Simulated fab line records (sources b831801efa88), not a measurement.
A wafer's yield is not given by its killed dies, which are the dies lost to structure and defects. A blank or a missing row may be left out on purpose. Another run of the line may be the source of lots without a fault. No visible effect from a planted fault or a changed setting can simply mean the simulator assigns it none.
8D (eight disciplines) problem report, filled in by code | flow sky130 | the parts of the form that need people (team, actions taken, sign-off) are left out

1. WHAT WENT WRONG
VIA4_HDPCVD_THK at SKY_VIA4_THK_MEAS_01 reads a mean of 2269 nm on 1 wafer of 1 lot; wafers without a fault read 1754 nm with a standard deviation of 20. That is +26 standard deviations from the usual mean.
Earliest sighting: wafer L742.6 on film_metro-01 at day 43 07:46. The record holds 39 wafers of 13 lots with a number at this step. Rule for "out", or "out of limits": more than 4 standard deviations from the usual mean. The other wafers with a number count as sound.

2. WHAT THIS IS AND IS NOT
question                    | is                | is not
which readings at this step | VIA4_HDPCVD_THK   | -
which lots                  | L742              | L736, L737, L738, L739, L741, L750, L751, L754, L755, L756, L757, L758
which wafers of those lots  | L742.6            | L742.4, L742.5
read on which gauges        | film_metro-01     | film_metro-02, film_metro-04
when                        | from day 43 07:46 | up to then (17 sound wafers); but 21 sound wafers of L750, L751, L754, L755, L756, L757, L758 came after

3. THE SUSPECTS, EACH WITH WHAT RULES IT OUT
Counting: any tool at a process step up to the reading remains a suspect provided it ran every lot that is out. Sound lots after the first of them don't rule it out here, since some wafers of a struck lot are sound.
- the gauge at SKY_VIA4_THK_MEAS_01 is ruled out. All the wafers that are out were read on film_metro-01, but those of them that SKY_VIA4_HDPCVD_00 has rows for are out there too, on other tools.
- hdpcvd-02 at SKY_VIA4_HDPCVD_00 (deposits SiO2, target thk 1750 nm, time 291.7 s): kept. It ran the lot that is out, L742 (day 43 07:39); its last sound lot up to then is L739 (day 42 08:21). Its own readings are out on those wafers: run_length_s.
- hdpcvd-02, SKY_VIA4_HDPCVD_00: wafers that are out in chamber 0, sound lot-mates in chambers 1, 2.
After counting, what remains is hdpcvd-02 at SKY_VIA4_HDPCVD_00.

4. THE CAUSE (what the simulator had put in)
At SKY_VIA4_HDPCVD_00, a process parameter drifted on hdpcvd-02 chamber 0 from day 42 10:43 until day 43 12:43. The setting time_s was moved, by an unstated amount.
After counting, this tool was the only one left.

5. THE EFFECT CHAIN, in route order
Each row: a reading whose mean over the struck wafers that have a number lies more than 3 standard deviations from the usual. Only readings for which the record gives a usual standard deviation are gone through. hours: the time from each lot's start at the first step in this table that gives one to its start at this step, as a median over the lots. sigmas: the change in usual standard deviations.
hours | step                 | reading         | usual   | on struck wafers | change | sigmas
0     | SKY_VIA4_HDPCVD_00   | run_length_s    | 319.7 s | 400.7            | +81.0  | +99 or more
0     | SKY_VIA4_THK_MEAS_01 | VIA4_HDPCVD_THK | 1754 nm | 2269             | +515   | +26
Process steps it contains:
- SKY_VIA4_HDPCVD_00: deposits SiO2, target thk 1750 nm, time 291.7 s.

6. WHAT WOULD HAVE CAUGHT IT SOONER
Counted from the fault's start at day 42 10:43, it took 21 hours until the first out-of-limits reading at a measuring or inspecting step in this record, taken at day 43 07:46.
Tool's own readings at SKY_VIA4_HDPCVD_00, run_length_s: out on all struck wafers the step has rows for; an alarm limit on them would have tripped on the first.
Lots out: 1; all had begun SKY_VIA4_HDPCVD_00 on hdpcvd-02 by day 43 07:46. Holding the tool at that point would not have protected any of them.
